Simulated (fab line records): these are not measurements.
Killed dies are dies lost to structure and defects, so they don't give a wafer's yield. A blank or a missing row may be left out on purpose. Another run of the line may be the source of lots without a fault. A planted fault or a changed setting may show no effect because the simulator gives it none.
fab line records	flow sky130	part 1 of 2: steps 1 to 29 of 39
record lots=5	wafers=15	last-day=50
route steps=708 shown VT_ADJUST_HVTP@94 VT_ADJUST_LVTN@97 VT_ADJUST_NCORE@119 VT_ADJUST_HVTR@131
lots untouched by any fault: they come from a run of this same line in which no faults occurred
start-h: hours from the record's first day to the start of the lot's first wafer shown	wait-h: hours since the lot's step before	" unchanged from the row above	L1.1+2: one row covering several wafers at once	- value missing, or start not given	* or withheld: withheld	< > ~ a bound
route shown NAME@n: NAME is a module with steps in the file, n the number in the route of the first one	usual: mean/standard deviation taken from wafers without a fault	same: alike in all rows	chamber/n: place in a boat	sites: per-site readings	_std_site: standard deviation across them	_edge_site: outer sites' mean less inner sites'	radius-mm: how far each site lies from the wafer's centre	mask NAME#n: copy n	behind: the tool/chamber that last shaped the wafer	hold: reason for holding the lot/hours on hold/outcome of the hold	device: whichever transistor did not switch (one of n, p or np)	end of line: tests run on the same wafers once the route is complete	where a step has no rows: the recipe by itself	killed: dies that structure and defects cost at the first sort, which is not the same as the wafer's yield	map: a wafer's dies, marking killed ones x, the rest . and places with no die _
set.NAME: the setting the step ran with; set.NAME@STEP: the setting that earlier step ran with	model.NAME: the simulator's own value behind a step, which no gauge read
a table for each step, a row for each wafer; lots at some steps of the route
services: from which hour (start-h, from the record's first day; less than 0 if before it) a tool's chamber was out of use, for how many hours, and why
## steps
# step SKY_VT_ADJUST_HVTP_IMPLANT_09
# recipe species=As	energy-kev=150	dose-cm2=4.3e+12	tilt-deg=withheld
# usual beam-energy-keV=150.00/0.05
lot.wafer	tool	chamber	start-h	wait-h	beam-energy-keV
L081.3	implanter-03	0	164.36	0.1	149.93
L081.4	"	0	"	"	149.92
L081.6	"	0	"	"	150.03
L088.1	implanter-01	0	212.42	0.0	150.04
L088.4	"	0	"	"	150.04
L088.5	"	0	"	"	150.06
L090.4	implanter-03	0	222.68	0.1	150.07
L090.5	"	0	"	"	150.02
L090.6	"	0	"	"	150.01
L091.1	implanter-04	0	228.40	0.0	149.94
L091.4	"	0	"	"	149.90
L091.6	"	0	"	"	149.84
L096.2	implanter-03	0	260.48	0.0	150.09
L096.4	"	0	"	"	150.10
L096.6	"	0	"	"	150.03
# step SKY_VT_ADJUST_HVTP_STRIP_10
# recipe chemistry=O2/N2	power-w=1400	pressure-mtorr=1500	platen-temp-c=withheld	o2-flow-sccm=3000	n2-flow-sccm=300	overash-fraction=0.5
# usual drypump-motor-current-A=5.6/0.65	oes-product-au=0.716/0.0048	strip-time-to-endpoint-s=14.18/0.047
lot.wafer	tool	chamber	start-h	wait-h	drypump-motor-current-A	oes-product-au	rf-hours-counter-h	strip-time-to-endpoint-s
L081.3	plasma-asher-03	0	164.49	0.1	5.5	0.709	-	14.20
L081.4	"	1	"	"	6.4	0.719	-	14.25
L081.6	"	1	"	"	6.3	0.717	-	14.21
L088.1	plasma-asher-03	0	212.57	0.1	5.4	0.713	53	14.18
L088.4	"	1	"	"	6.4	0.717	-	14.14
L088.5	"	0	"	"	5.4	0.711	-	14.22
L090.4	plasma-asher-02	1	222.79	0.1	5.7	0.712	-	14.22
L090.5	"	0	"	"	6.6	0.717	-	14.18
L090.6	"	1	"	"	5.7	0.714	-	14.20
L091.1	plasma-asher-03	0	228.55	0.1	5.4	0.719	54	14.23
L091.4	"	1	"	"	6.4	0.716	-	14.25
L091.6	"	0	"	"	5.4	0.713	-	14.22
L096.2	plasma-asher-01	1	260.61	0.1	4.8	0.718	14	14.13
L096.4	"	0	"	"	5.0	0.716	-	14.17
L096.6	"	1	"	"	4.8	0.717	-	14.18
# step SKY_VT_ADJUST_HVTP_TW_MEAS_11
# usual VT_ADJUST_HVTP_TW=1351/12
lot.wafer	tool	chamber	start-h	wait-h	VT_ADJUST_HVTP_TW
L081.3	film-metro-03	-	164.58	0.1	1374
L081.4	"	-	"	"	1379
L081.6	"	-	"	"	1375
L088.1	film-metro-02	-	212.67	0.1	1347
L088.4	"	-	"	"	1348
L088.5	"	-	"	"	1344
L090.4	film-metro-02	-	222.89	0.1	1341
L090.5	"	-	"	"	1341
L090.6	"	-	"	"	1342
L091.1	film-metro-03	-	228.65	0.1	1362
L091.4	"	-	"	"	1358
L091.6	"	-	"	"	1363
L096.2	film-metro-02	-	260.72	0.1	1353
L096.4	"	-	"	"	1353
L096.6	"	-	"	"	1351
# step SKY_VT_ADJUST_LVTN_DEHYDRATE_00
# recipe temp-c=200	time-s=60
# same time-s=60
lot.wafer	tool	chamber	start-h	wait-h
L081.3+4+6	litho-track-02	0	174.18	9.6
L088.1+4+5	litho-track-02	0	223.18	10.5
L090.4+5+6	litho-track-02	0	233.41	10.5
L091.1+4+6	litho-track-02	0	239.73	11.1
L096.2+4+6	litho-track-04	0	272.59	11.9
# step SKY_VT_ADJUST_LVTN_HMDS_01
# recipe prime-time-s=60	prime-temp-c=120
# usual prime-temp-c=119.99/0.14
lot.wafer	tool	chamber	start-h	wait-h	prime-temp-c
L081.3	litho-track-02	0	174.33	0.1	119.86
L081.4	"	0	"	"	119.97
L081.6	"	0	"	"	120.06
L088.1	litho-track-02	0	223.33	0.1	120.01
L088.4	"	0	"	"	119.98
L088.5	"	0	"	"	119.92
L090.4	litho-track-02	0	233.56	0.1	119.96
L090.5	"	0	"	"	120.14
L090.6	"	0	"	"	119.99
L091.1	litho-track-02	0	239.88	0.1	120.08
L091.4	"	0	"	"	119.94
L091.6	"	0	"	"	120.17
L096.2	litho-track-04	0	272.74	0.1	120.08
L096.4	"	0	"	"	119.98
L096.6	"	0	"	"	119.96
# step SKY_VT_ADJUST_LVTN_COAT_02
# recipe spin-rpm=2000	resist-thk-nm=3000
lot.wafer	tool	chamber	start-h	wait-h
L081.3+4+6	litho-track-02	0	174.48	0.1
L088.1+4+5	litho-track-02	0	223.48	0.1
L090.4+5+6	litho-track-02	0	233.71	0.1
L091.1+4+6	litho-track-02	0	240.03	0.1
L096.2+4+6	litho-track-04	0	272.89	0.1
# step SKY_VT_ADJUST_LVTN_SOFTBAKE_03
# recipe temp-c=110	time-s=withheld
lot.wafer	tool	chamber	start-h	wait-h
L081.3+4+6	litho-track-02	0	174.65	0.1
L088.1+4+5	litho-track-02	0	223.63	0.1
L090.4+5+6	litho-track-02	0	233.88	0.1
L091.1+4+6	litho-track-02	0	240.18	0.1
L096.2+4+6	litho-track-04	0	273.04	0.1
# step SKY_VT_ADJUST_LVTN_EXPOSE_04
# recipe mask-id=NWM_COMPLEMENT_LESS_NATIVE	na=0.6	source-shape=conventional	sigma-outer=0.6	polarization=unpolarized	target-cd-nm=840	dose-mj=194
# usual exposure-dose-mJ-cm2=193.99/0.2
# same na=0.6
lot.wafer	tool	chamber	start-h	wait-h	mask	exposure-dose-mJ-cm2
L081.3	iline-stepper-01	0	-	-	NWM_COMPLEMENT_LESS_NATIVE#0	193.85
L081.4	"	0	"	"	NWM_COMPLEMENT_LESS_NATIVE#0	194.02
L081.6	"	0	"	"	NWM_COMPLEMENT_LESS_NATIVE#0	193.89
L088.1	iline-stepper-01	0	-	-	NWM_COMPLEMENT_LESS_NATIVE#0	194.07
L088.4	"	0	"	"	NWM_COMPLEMENT_LESS_NATIVE#0	193.82
L088.5	"	0	"	"	NWM_COMPLEMENT_LESS_NATIVE#0	193.74
L090.4	iline-stepper-01	0	-	-	NWM_COMPLEMENT_LESS_NATIVE#0	194.33
L090.5	"	0	"	"	NWM_COMPLEMENT_LESS_NATIVE#0	193.93
L090.6	"	0	"	"	NWM_COMPLEMENT_LESS_NATIVE#0	194.30
L091.1	iline-stepper-01	0	-	-	NWM_COMPLEMENT_LESS_NATIVE#0	194.08
L091.4	"	0	"	"	NWM_COMPLEMENT_LESS_NATIVE#0	194.00
L091.6	"	0	"	"	NWM_COMPLEMENT_LESS_NATIVE#0	194.03
L096.2	iline-stepper-01	0	-	-	NWM_COMPLEMENT_LESS_NATIVE#0	193.96
L096.4	"	0	"	"	NWM_COMPLEMENT_LESS_NATIVE#0	194.39
L096.6	"	0	"	"	NWM_COMPLEMENT_LESS_NATIVE#0	194.00
# step SKY_VT_ADJUST_LVTN_PEB_05
# recipe temp-c=115	time-s=withheld
lot.wafer	tool	chamber	start-h	wait-h
L081.3+4+6	litho-track-02	0	-	-
L088.1+4+5	litho-track-01	0	-	-
L090.4+5+6	litho-track-02	0	-	-
L091.1+4+6	litho-track-02	0	-	-
L096.2+4+6	litho-track-02	0	-	-
# step SKY_VT_ADJUST_LVTN_DEVELOP_06
# recipe wall-angle-deg=90	developer=TMAH	develop-time-s=60	dev-temp-c=23
lot.wafer	tool	chamber	start-h	wait-h
L081.3+4+6	litho-track-02	0	-	-
L088.1+4+5	litho-track-01	0	-	-
L090.4+5+6	litho-track-02	0	-	-
L091.1+4+6	litho-track-02	0	-	-
L096.2+4+6	litho-track-02	0	-	-
# step SKY_VT_ADJUST_LVTN_OVL_MEAS_07
# usual VT_ADJUST_LVTN_OVL=-0.9/1.3
lot.wafer	tool	chamber	start-h	wait-h	VT_ADJUST_LVTN_OVL[nm]
L081.3	overlay-02	-	185.24	-	0.8
L081.4	"	-	"	"	-0.9
L081.6	"	-	"	"	0.5
L088.1	overlay-02	-	234.35	-	0.3
L088.4	"	-	"	"	0.3
L088.5	"	-	"	"	0.4
L090.4	overlay-02	-	245.20	-	-0.6
L090.5	"	-	"	"	1.0
L090.6	"	-	"	"	-0.1
L091.1	overlay-01	-	252.68	-	0.3
L091.4	"	-	"	"	-2.9
L091.6	"	-	"	"	-1.6
L096.2	overlay-01	-	285.34	-	-1.4
L096.4	"	-	"	"	-1.3
L096.6	"	-	"	"	-0.9
# step SKY_VT_ADJUST_LVTN_IMPLANT_08
# recipe species=B	energy-kev=30	dose-cm2=1.57e+12	tilt-deg=withheld
# usual beam-energy-keV=29.999/0.0096
lot.wafer	tool	chamber	start-h	wait-h	beam-energy-keV
L081.3	implanter-01	0	185.32	0.1	29.990
L081.4	"	0	"	"	29.990
L081.6	"	0	"	"	29.997
L088.1	implanter-02	0	234.38	0.0	30.012
L088.4	"	0	"	"	29.998
L088.5	"	0	"	"	30.024
L090.4	implanter-02	0	245.29	0.1	29.998
L090.5	"	0	"	"	29.998
L090.6	"	0	"	"	29.998
L091.1	implanter-04	0	252.72	0.0	29.998
L091.4	"	0	"	"	30.004
L091.6	"	0	"	"	29.993
L096.2	implanter-04	0	285.39	0.0	30.006
L096.4	"	0	"	"	30.010
L096.6	"	0	"	"	30.015
# step SKY_VT_ADJUST_LVTN_STRIP_09
# recipe chemistry=O2/N2	power-w=1400	pressure-mtorr=1500	platen-temp-c=withheld	o2-flow-sccm=3000	n2-flow-sccm=300	overash-fraction=0.5
# usual drypump-motor-current-A=5.6/0.53	oes-product-au=0.723/0.0043	strip-time-to-endpoint-s=36.94/0.097
lot.wafer	tool	chamber	start-h	wait-h	drypump-motor-current-A	oes-product-au	rf-hours-counter-h	strip-time-to-endpoint-s
L081.3	plasma-asher-03	0	185.45	0.1	5.4	0.719	-	36.81
L081.4	"	1	"	"	6.4	0.725	-	36.91
L081.6	"	1	"	"	6.4	0.722	-	36.81
L088.1	plasma-asher-04	0	234.53	0.1	5.6	0.729	43	37.01
L088.4	"	0	"	"	5.6	0.723	-	36.81
L088.5	"	1	"	"	6.0	0.713	-	36.90
L090.4	plasma-asher-03	0	245.40	0.1	5.4	0.727	-	36.96
L090.5	"	0	"	"	5.4	0.718	-	37.06
L090.6	"	1	"	"	6.4	0.722	-	37.04
L091.1	plasma-asher-03	1	252.87	0.1	6.4	0.723	57	36.75
L091.4	"	1	"	"	6.4	0.728	-	36.90
L091.6	"	1	"	"	6.4	0.722	-	36.82
L096.2	plasma-asher-01	1	285.52	0.1	4.8	0.726	17	37.02
L096.4	"	1	"	"	4.8	0.725	-	37.06
L096.6	"	1	"	"	4.8	0.714	-	36.99
# step SKY_VT_ADJUST_LVTN_TW_MEAS_10
# usual VT_ADJUST_LVTN_TW=240.8/2.6
lot.wafer	tool	chamber	start-h	wait-h	VT_ADJUST_LVTN_TW
L081.3	film-metro-02	-	185.54	0.1	241.4
L081.4	"	-	"	"	240.1
L081.6	"	-	"	"	241.2
L088.1	film-metro-04	-	234.63	0.1	238.8
L088.4	"	-	"	"	238.6
L088.5	"	-	"	"	239.0
L090.4	film-metro-02	-	245.50	0.1	240.5
L090.5	"	-	"	"	241.2
L090.6	"	-	"	"	240.4
L091.1	film-metro-04	-	252.97	0.1	237.0
L091.4	"	-	"	"	237.6
L091.6	"	-	"	"	238.1
L096.2	film-metro-04	-	285.63	0.1	239.1
L096.4	"	-	"	"	238.4
L096.6	"	-	"	"	238.6
# step SKY_VT_ADJUST_LVTN_DEHYDRATE_11
# recipe temp-c=200	time-s=60
# same time-s=60
lot.wafer	tool	chamber	start-h	wait-h
L081.3+4+6	litho-track-04	0	195.16	9.6
L088.1+4+5	litho-track-01	0	245.35	10.7
L090.4+5+6	litho-track-04	0	256.89	11.4
L091.1+4+6	litho-track-02	0	263.53	10.6
L096.2+4+6	litho-track-01	0	297.22	11.6
# step SKY_VT_ADJUST_LVTN_HMDS_12
# recipe prime-time-s=60	prime-temp-c=120
# usual prime-temp-c=120.04/0.14
lot.wafer	tool	chamber	start-h	wait-h	prime-temp-c
L081.3	litho-track-04	0	195.31	0.1	120.23
L081.4	"	0	"	"	120.12
L081.6	"	0	"	"	120.12
L088.1	litho-track-01	0	245.50	0.1	120.20
L088.4	"	0	"	"	120.07
L088.5	"	0	"	"	119.99
L090.4	litho-track-04	0	257.04	0.1	120.05
L090.5	"	0	"	"	119.96
L090.6	"	0	"	"	119.96
L091.1	litho-track-02	0	263.68	0.1	119.96
L091.4	"	0	"	"	120.20
L091.6	"	0	"	"	120.01
L096.2	litho-track-01	0	297.37	0.1	119.63
L096.4	"	0	"	"	119.96
L096.6	"	0	"	"	119.98
# step SKY_VT_ADJUST_LVTN_COAT_13
# recipe resist=NOVOLAK	spin-rpm=3000	resist-thk-nm=1140
lot.wafer	tool	chamber	start-h	wait-h
L081.3+4+6	litho-track-04	0	195.46	0.1
L088.1+4+5	litho-track-01	0	245.65	0.1
L090.4+5+6	litho-track-04	0	257.19	0.1
L091.1+4+6	litho-track-02	0	263.83	0.1
L096.2+4+6	litho-track-01	0	297.52	0.1
# step SKY_VT_ADJUST_LVTN_SOFTBAKE_14
# recipe temp-c=90	time-s=60	resist=NOVOLAK
# same time-s=60
lot.wafer	tool	chamber	start-h	wait-h
L081.3+4+6	litho-track-04	0	195.61	0.1
L088.1+4+5	litho-track-01	0	245.80	0.1
L090.4+5+6	litho-track-04	0	257.34	0.1
L091.1+4+6	litho-track-02	0	263.98	0.1
L096.2+4+6	litho-track-01	0	297.67	0.1
# step SKY_VT_ADJUST_LVTN_EXPOSE_15
# recipe mask-id=HVN_STD_DERIVED	na=0.6	source-shape=conventional	sigma-outer=0.6	polarization=unpolarized	target-cd-nm=600	dose-mj=163
# usual exposure-dose-mJ-cm2=162.98/0.15
# same na=0.6
lot.wafer	tool	chamber	start-h	wait-h	mask	exposure-dose-mJ-cm2
L081.3	iline-stepper-02	0	-	-	HVN_STD_DERIVED#0	163.03
L081.4	"	0	"	"	HVN_STD_DERIVED#0	163.06
L081.6	"	0	"	"	HVN_STD_DERIVED#0	163.23
L088.1	iline-stepper-01	0	-	-	HVN_STD_DERIVED#0	162.99
L088.4	"	0	"	"	HVN_STD_DERIVED#0	162.77
L088.5	"	0	"	"	HVN_STD_DERIVED#0	163.15
L090.4	iline-stepper-01	0	-	-	HVN_STD_DERIVED#0	162.50
L090.5	"	0	"	"	HVN_STD_DERIVED#0	162.94
L090.6	"	0	"	"	HVN_STD_DERIVED#0	162.73
L091.1	iline-stepper-02	0	-	-	HVN_STD_DERIVED#0	162.91
L091.4	"	0	"	"	HVN_STD_DERIVED#0	163.05
L091.6	"	0	"	"	HVN_STD_DERIVED#0	162.97
L096.2	iline-stepper-02	0	-	-	HVN_STD_DERIVED#0	162.99
L096.4	"	0	"	"	HVN_STD_DERIVED#0	162.97
L096.6	"	0	"	"	HVN_STD_DERIVED#0	162.80
# step SKY_VT_ADJUST_LVTN_PEB_16
# recipe temp-c=withheld	time-s=*	resist=NOVOLAK
# same time-s=*
lot.wafer	tool	chamber	start-h	wait-h
L081.3+4+6	litho-track-04	0	-	-
L088.1+4+5	litho-track-01	0	-	-
L090.4+5+6	litho-track-01	0	-	-
L091.1+4+6	litho-track-04	0	-	-
L096.2+4+6	litho-track-02	0	-	-
# step SKY_VT_ADJUST_LVTN_DEVELOP_17
# recipe resist=NOVOLAK	developer=TMAH	develop-time-s=60	dev-temp-c=23
lot.wafer	tool	chamber	start-h	wait-h
L081.3+4+6	litho-track-04	0	206.46	0.1
L088.1+4+5	litho-track-01	0	257.70	0.1
L090.4+5+6	litho-track-01	0	268.62	0.1
L091.1+4+6	litho-track-04	0	276.21	0.1
L096.2+4+6	litho-track-02	0	310.85	0.1
# step SKY_VT_ADJUST_LVTN_OVL_MEAS_18
# usual VT_ADJUST_LVTN_01_OVL=-0.1/1.7
lot.wafer	tool	chamber	start-h	wait-h	VT_ADJUST_LVTN_01_OVL[nm]
L081.3	overlay-02	-	206.57	0.1	-0.5
L081.4	"	-	"	"	-0.7
L081.6	"	-	"	"	-1.7
L088.1	overlay-02	-	257.85	0.1	1.9
L088.4	"	-	"	"	-0.4
L088.5	"	-	"	"	2.5
L090.4	overlay-01	-	268.71	0.1	-1.5
L090.5	"	-	"	"	-0.9
L090.6	"	-	"	"	-0.1
L091.1	overlay-01	-	276.36	0.1	-0.7
L091.4	"	-	"	"	0.7
L091.6	"	-	"	"	0.2
L096.2	overlay-02	-	310.99	0.1	0.5
L096.4	"	-	"	"	1.2
L096.6	"	-	"	"	0.6
# step SKY_VT_ADJUST_LVTN_IMPLANT_19
# recipe species=B	energy-kev=30	dose-cm2=6.5e+11	tilt-deg=withheld
# usual beam-energy-keV=29.999/0.009
lot.wafer	tool	chamber	start-h	wait-h	beam-energy-keV
L081.3	implanter-01	0	206.65	0.1	29.997
L081.4	"	0	"	"	29.988
L081.6	"	0	"	"	30.005
L088.1	implanter-01	0	257.88	0.0	29.984
L088.4	"	0	"	"	29.990
L088.5	"	0	"	"	29.994
L090.4	implanter-04	0	268.81	0.1	29.998
L090.5	"	0	"	"	29.993
L090.6	"	0	"	"	29.992
L091.1	implanter-01	0	276.40	0.0	29.997
L091.4	"	0	"	"	29.982
L091.6	"	0	"	"	29.988
L096.2	implanter-01	0	311.04	0.0	29.995
L096.4	"	0	"	"	30.014
L096.6	"	0	"	"	30.003
# step SKY_VT_ADJUST_LVTN_STRIP_20
# recipe chemistry=O2/N2	power-w=1400	pressure-mtorr=1500	platen-temp-c=withheld	o2-flow-sccm=3000	n2-flow-sccm=300	overash-fraction=0.5
# usual drypump-motor-current-A=5.4/0.56	oes-product-au=0.716/0.0047	strip-time-to-endpoint-s=14.21/0.036
lot.wafer	tool	chamber	start-h	wait-h	drypump-motor-current-A	oes-product-au	rf-hours-counter-h	strip-time-to-endpoint-s
L081.3	plasma-asher-04	0	206.78	0.1	5.6	0.723	-	14.25
L081.4	"	1	"	"	6.0	0.714	-	14.19
L081.6	"	0	"	"	5.6	0.718	-	14.23
L088.1	plasma-asher-04	1	258.03	0.1	5.9	0.715	46	14.22
L088.4	"	0	"	"	5.6	0.716	-	14.15
L088.5	"	1	"	"	6.0	0.711	-	14.22
L090.4	plasma-asher-01	0	268.91	0.1	5.0	0.717	-	14.24
L090.5	"	0	"	"	5.0	0.717	-	14.21
L090.6	"	1	"	"	4.8	0.723	-	14.26
L091.1	plasma-asher-03	1	276.55	0.1	6.4	0.717	59	14.20
L091.4	"	1	"	"	6.4	0.706	-	14.25
L091.6	"	1	"	"	6.4	0.706	-	14.18
L096.2	plasma-asher-01	0	311.17	0.1	5.0	0.720	19	14.15
L096.4	"	1	"	"	4.8	0.719	-	14.19
L096.6	"	1	"	"	4.8	0.718	-	14.21
# step SKY_VT_ADJUST_LVTN_TW_MEAS_21
# usual VT_ADJUST_LVTN_2_TW=187.7/2.2
lot.wafer	tool	chamber	start-h	wait-h	VT_ADJUST_LVTN_2_TW
L081.3	film-metro-02	-	206.87	0.1	186.5
L081.4	"	-	"	"	186.9
L081.6	"	-	"	"	186.7
L088.1	film-metro-04	-	258.13	0.1	184.9
L088.4	"	-	"	"	184.1
L088.5	"	-	"	"	184.9
L090.4	film-metro-02	-	269.01	0.1	186.6
L090.5	"	-	"	"	185.7
L090.6	"	-	"	"	188.0
L091.1	film-metro-02	-	276.65	0.1	188.0
L091.4	"	-	"	"	186.4
L091.6	"	-	"	"	187.6
L096.2	film-metro-02	-	311.28	0.1	188.3
L096.4	"	-	"	"	186.4
L096.6	"	-	"	"	187.5
# step SKY_VT_ADJUST_NCORE_DEHYDRATE_00
# recipe temp-c=200	time-s=60
# same time-s=60
lot.wafer	tool	chamber	start-h	wait-h
L081.3+4+6	litho-track-03	0	217.15	10.3
L088.1+4+5	litho-track-02	0	269.33	11.2
L090.4+5+6	litho-track-03	0	280.78	11.8
L091.1+4+6	litho-track-03	0	288.65	12.0
L096.2+4+6	litho-track-04	0	323.19	11.9
# step SKY_VT_ADJUST_NCORE_HMDS_01
# recipe prime-time-s=60	prime-temp-c=120
# usual prime-temp-c=119.99/0.13
lot.wafer	tool	chamber	start-h	wait-h	prime-temp-c
L081.3	litho-track-03	0	217.30	0.1	119.92
L081.4	"	0	"	"	119.86
L081.6	"	0	"	"	119.95
L088.1	litho-track-02	0	269.48	0.1	119.86
L088.4	"	0	"	"	119.84
L088.5	"	0	"	"	119.93
L090.4	litho-track-03	0	280.93	0.1	120.04
L090.5	"	0	"	"	119.89
L090.6	"	0	"	"	119.93
L091.1	litho-track-03	0	288.80	0.1	119.94
L091.4	"	0	"	"	119.71
L091.6	"	0	"	"	120.04
L096.2	litho-track-04	0	323.34	0.1	120.07
L096.4	"	0	"	"	120.03
L096.6	"	0	"	"	120.11
# step SKY_VT_ADJUST_NCORE_COAT_02
# recipe resist=NOVOLAK	spin-rpm=3000	resist-thk-nm=1140
lot.wafer	tool	chamber	start-h	wait-h
L081.3+4+6	litho-track-03	0	217.45	0.1
L088.1+4+5	litho-track-02	0	269.63	0.1
L090.4+5+6	litho-track-03	0	281.08	0.1
L091.1+4+6	litho-track-03	0	288.95	0.1
L096.2+4+6	litho-track-04	0	323.49	0.1
# step SKY_VT_ADJUST_NCORE_SOFTBAKE_03
# recipe temp-c=90	time-s=60	resist=NOVOLAK
# same time-s=60
lot.wafer	tool	chamber	start-h	wait-h
L081.3+4+6	litho-track-03	0	217.60	0.1
L088.1+4+5	litho-track-02	0	269.78	0.1
L090.4+5+6	litho-track-03	0	281.23	0.1
L091.1+4+6	litho-track-03	0	289.10	0.1
L096.2+4+6	litho-track-04	0	323.64	0.1
